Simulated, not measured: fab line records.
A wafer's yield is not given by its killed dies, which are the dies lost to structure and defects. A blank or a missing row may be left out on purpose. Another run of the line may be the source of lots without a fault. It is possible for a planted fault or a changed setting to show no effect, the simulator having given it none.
fab line records | flow gf180mcu | part 2 of 2: steps 27 to 35 of 35
record: lots: 5 wafers: 15 last-day: 32
route steps=602 shown M3@420 V3@429
lots that met no fault: from a run of the same line without faults
start-h: hours from the record's opening day to when the first of the lot's shown wafers began | wait-h: time in hours since the lot's previous step | " same as the row above | L1.1+2: a single row standing in for several wafers | - no value, or no start was given | * or withheld: withheld | < > ~ a bound
route shown NAME@n: NAME is a module with steps in the file, n the number in the route of the first one | usual: mean/standard deviation taken from wafers without a fault | same: alike in all rows | chamber/n: place in a boat | sites: each site's reading | _std_site: the values' standard deviation | _edge_site: inner sites' mean taken away from outer sites' mean | radius-mm: for every site, how far away it sits from the centre of the wafer | mask NAME#n: copy n | behind: the tool/chamber that last shaped the wafer | hold: reason for holding the lot/hours on hold/outcome of the hold | device: whichever transistor did not switch (one of n, p or np) | end of line: the tests these same wafers got at the end of their route | a step given without rows: its recipe and nothing more | killed: count of dies lost to structure and defects at first sort (not the wafer's yield) | map: the dies of a wafer, with x for killed, . for not killed, _ for no die there
set.NAME: the run value of the setting; set.NAME@STEP: its run value at that earlier step | model.NAME: the simulator's own value behind a step, which no gauge read
a table for each step, a row for each wafer; lots at some steps of the route
services: the hour from which a tool's chamber was out of use, counted from the record's first day as start-h (under 0 if before that day), plus the number of hours and why
== steps ==
step: GF_V3_ETCH_17
recipe: chemistry: C4F8/O2/Ar mask-material: KrF target: SiO2 stop-on: TiN source-w: 1500 bias-w: 1200 pressure-mtorr: 40 c4f8-flow-sccm: withheld O2_flow_sccm: 6 Ar_flow_sccm: 300 time-s: withheld target-depth-a: 6350
usual: oes-product-au: 0.855/0.0048
columns lot.wafer tool chamber start-h wait-h oes-product-au
L077.1 rie-diel-01 0 - - 0.860
L077.2 " 1 " " 0.854
L077.5 " 1 " " 0.854
L079.1 rie-diel-01 0 - - 0.856
L079.3 " 1 " " 0.858
L079.4 " 2 " " 0.850
L081.1 rie-diel-03 0 - - 0.847
L081.3 " 2 " " 0.853
L081.6 " 1 " " 0.863
L086.4 rie-diel-03 0 - - 0.858
L086.5 " 3 " " 0.852
L086.6 " 2 " " 0.862
L088.1 rie-diel-01 2 - - 0.855
L088.4 " 3 " " 0.856
L088.6 " 1 " " 0.860
step: GF_V3_STRIP_18
recipe: chemistry: O2/N2 power-w: 1400 pressure-mtorr: 1500 platen-temp-c: 250 o2-flow-sccm: 3000 n2-flow-sccm: 300 overash-fraction: 0.5
usual: drypump-motor-current-A: 5.6/0.47 heater-power-w: 330/26 oes-product-au: 0.592/0.0047
same: overash-fraction: 0.5
columns lot.wafer tool chamber start-h wait-h drypump-motor-current-A heater-power-w oes-product-au rf-hours-counter-h
L077.1 plasma-asher-03 1 538.08 - 5.7 332 0.594 7
L077.2 " 0 " " 6.1 284 0.593 7
L077.5 " 0 " " 6.1 278 0.597 -
L079.1 plasma-asher-04 0 555.68 - 6.2 328 0.596 48
L079.3 " 0 " " 6.3 316 0.587 -
L079.4 " 1 " " 5.4 356 0.587 -
L081.1 plasma-asher-02 0 576.61 - 5.3 322 0.592 73
L081.3 " 1 " " 5.0 362 0.594 -
L081.6 " 1 " " 5.0 371 0.594 -
L086.4 plasma-asher-04 0 617.84 - 6.3 314 0.596 -
L086.5 " 0 " " 6.3 316 0.595 -
L086.6 " 1 " " 5.3 350 0.599 -
L088.1 plasma-asher-02 1 632.04 - 5.0 369 0.592 78
L088.4 " 0 " " 5.3 317 0.594 -
L088.6 " 1 " " 5.0 367 0.595 -
step: GF_V3_STRIP_19
recipe: chemistry: post-etch-residue-remover time-s: 1200 temp-c: 72.5
usual: bath-guard-temp-C: 72.5/0.45
columns lot.wafer tool chamber start-h wait-h bath-guard-temp-C
L077.1 wet-bench-02 2 538.18 0.1 72.2
L077.2 " 2 " " 72.2
L077.5 " 2 " " 72.2
L079.1 wet-bench-01 3 555.78 0.1 71.8
L079.3 " 3 " " 71.5
L079.4 " 3 " " 71.9
L081.1 wet-bench-03 2 576.71 0.1 73.4
L081.3 " 2 " " 73.2
L081.6 " 2 " " 72.9
L086.4 wet-bench-03 3 617.91 0.0 73.1
L086.5 " 3 " " 72.9
L086.6 " 3 " " 73.2
L088.1 wet-bench-01 0 632.14 0.1 72.3
L088.4 " 0 " " 72.5
L088.6 " 0 " " 72.6
step: GF_V3_CLEAN_20
recipe: chemistry: DIW dry: n2-spin
columns lot.wafer tool chamber start-h wait-h
L077.1+2+5 wet-bench-03 2 538.55 0.0
L079.1+3+4 wet-bench-03 0 556.15 0.0
L081.1+3+6 wet-bench-01 0 577.08 0.0
L086.4+5+6 wet-bench-03 2 618.25 0.0
L088.1+4+6 wet-bench-03 0 632.48 0.0
step: GF_V3_SPUTTER_21
recipe: material: Ti target-thk-nm: 15 chamber-pressure-pa: 5 power-w: 2500 substrate-temp-c: 200 time-s: 80.02
usual: substrate-temp-c: 200.02/0.17 throttle-valve-pct: 30.1/1.1
columns lot.wafer tool chamber start-h wait-h substrate-temp-c throttle-valve-pct
L077.1 pvd-sputter-02 - 538.65 0.0 200.12 30.2
L077.2 " - " " 199.83 31.3
L077.5 " - " " 199.97 29.4
L079.1 pvd-sputter-03 - 556.25 0.0 199.97 32.3
L079.3 " - " " 199.96 29.2
L079.4 " - " " 199.80 29.2
L081.1 pvd-sputter-02 - 577.17 0.0 199.93 30.0
L081.3 " - " " 199.96 31.4
L081.6 " - " " 199.96 29.4
L086.4 pvd-sputter-01 - 618.34 0.0 200.04 30.6
L086.5 " - " " 199.98 30.8
L086.6 " - " " 199.75 30.0
L088.1 pvd-sputter-01 - 632.57 0.0 199.78 30.6
L088.4 " - " " 200.14 30.1
L088.6 " - " " 199.94 30.6
step: GF_V3_SPUTTER_22
recipe: material: TiN target-thk-nm: 10 chamber-pressure-pa: 5 power-w: 4000 time-s: 40
usual: throttle-valve-pct: 30.2/1.1
columns lot.wafer tool chamber start-h wait-h throttle-valve-pct
L077.1 pvd-sputter-02 - 538.71 0.0 30.2
L077.2 " - " " 31.4
L077.5 " - " " 29.5
L079.1 pvd-sputter-03 - 556.31 0.0 32.2
L079.3 " - " " 29.4
L079.4 " - " " 29.0
L081.1 pvd-sputter-02 - 577.24 0.0 30.2
L081.3 " - " " 31.3
L081.6 " - " " 29.3
L086.4 pvd-sputter-01 - 618.40 0.0 30.8
L086.5 " - " " 31.1
L086.6 " - " " 30.2
L088.1 pvd-sputter-01 - 632.63 0.0 30.9
L088.4 " - " " 30.0
L088.6 " - " " 30.4
step: GF_V3_CVD_23
recipe: material: W target-thk-nm: 350 time-s: 104.9 temp-c: 400 pressure-torr: 40
usual: heater-power-w: 898/91 susceptor-temp-C: 399.99/0.21
columns lot.wafer tool chamber start-h wait-h heater-power-w susceptor-temp-C
L077.1 cvd-w-02 1 538.75 0.0 945 399.74
L077.2 " 1 " " 966 399.69
L077.5 " 1 " " 962 399.85
L079.1 cvd-w-02 1 556.35 0.0 964 400.05
L079.3 " 1 " " 941 400.26
L079.4 " 0 " " 792 399.77
L081.1 cvd-w-02 0 577.27 0.0 782 399.82
L081.3 " 0 " " 798 400.06
L081.6 " 0 " " 789 400.03
L086.4 cvd-w-01 1 618.48 0.1 844 400.05
L086.5 " 0 " " 1025 399.35
L086.6 " 1 " " 828 400.02
L088.1 cvd-w-02 0 632.67 0.0 786 400.14
L088.4 " 0 " " 798 400.36
L088.6 " 1 " " 950 400.16
step: GF_V3_RS_MEAS_24
recipe: thk-meas-gauge: four-point-probe reads: W_of_V3_CVD_23+TiN_of_V3_SPUTTER_22+Ti_of_V3_SPUTTER_21
usual: V3_W_RS: 0.331/0.0044
columns lot.wafer tool chamber start-h wait-h V3_W_RS[ohm/sq]
L077.1 film-metro-03 - 538.97 0.2 0.330
L077.2 " - " " 0.335
L077.5 " - " " 0.331
L079.1 film-metro-03 - 556.46 0.1 0.328
L079.3 " - " " 0.332
L079.4 " - " " 0.327
L081.1 film-metro-03 - 577.50 0.2 0.327
L081.3 " - " " 0.326
L081.6 " - " " 0.323
L086.4 film-metro-02 - 618.61 0.1 0.326
L086.5 " - " " 0.333
L086.6 " - " " 0.323
L088.1 film-metro-02 - 632.79 0.1 0.335
L088.4 " - " " 0.334
L088.6 " - " " 0.337
step: GF_V3_THK_MEAS_25
recipe: thk-meas-gauge: xrf reads: W_of_V3_CVD_23
usual: V3_W_THK: 338/5.5
columns lot.wafer tool chamber start-h wait-h V3_W_THK[nm]
L077.1 film-metro-03 - 539.09 0.1 339
L077.2 " - " " 334
L077.5 " - " " 339
L079.1 film-metro-03 - 556.58 0.1 343
L079.3 " - " " 341
L079.4 " - " " 345
L081.1 film-metro-03 - 577.62 0.1 346
L081.3 " - " " 348
L081.6 " - " " 350
L086.4 film-metro-02 - 618.70 0.1 334
L086.5 " - " " 328
L086.6 " - " " 337
L088.1 film-metro-02 - 632.91 0.1 332
L088.4 " - " " 336
L088.6 " - " " 334
== services ==
columns tool chamber start-h hours kind
cvd-w-02 0 480.37 4.1 repair
krf-scanner-01 - 481.89 1.0 pm
rie-diel-01 3 482.01 6.0 repair
rie-diel-03 3 507.05 2.3 repair
rie-diel-03 1 524.85 4.0 repair
krf-scanner-02 - 530.11 1.0 pm
krf-scanner-01 - 531.71 4.4 pm
rie-diel-03 2 532.87 9.1 repair
krf-scanner-01 - 536.08 3.6 pm
cvd-w-02 0 536.80 6.5 repair
krf-scanner-02 - 543.99 0.8 pm
krf-scanner-01 - 545.53 1.3 pm
pvd-sputter-02 - 557.02 1.4 repair
rie-diel-01 1 557.75 4.5 repair
cvd-w-02 1 567.93 10.9 repair
wet-bench-03 - 591.91 1.9 pm
rie-diel-01 2 599.53 7.0 repair
pvd-sputter-01 - 600.69 5.3 repair
krf-scanner-02 - 604.31 1.3 pm
pvd-sputter-01 - 609.77 1.6 repair
rie-diel-03 - 610.30 0.6 repair
rie-diel-03 - 613.36 0.7 repair
cvd-w-02 0 616.79 8.8 repair
rie-diel-01 0 626.03 1.4 repair
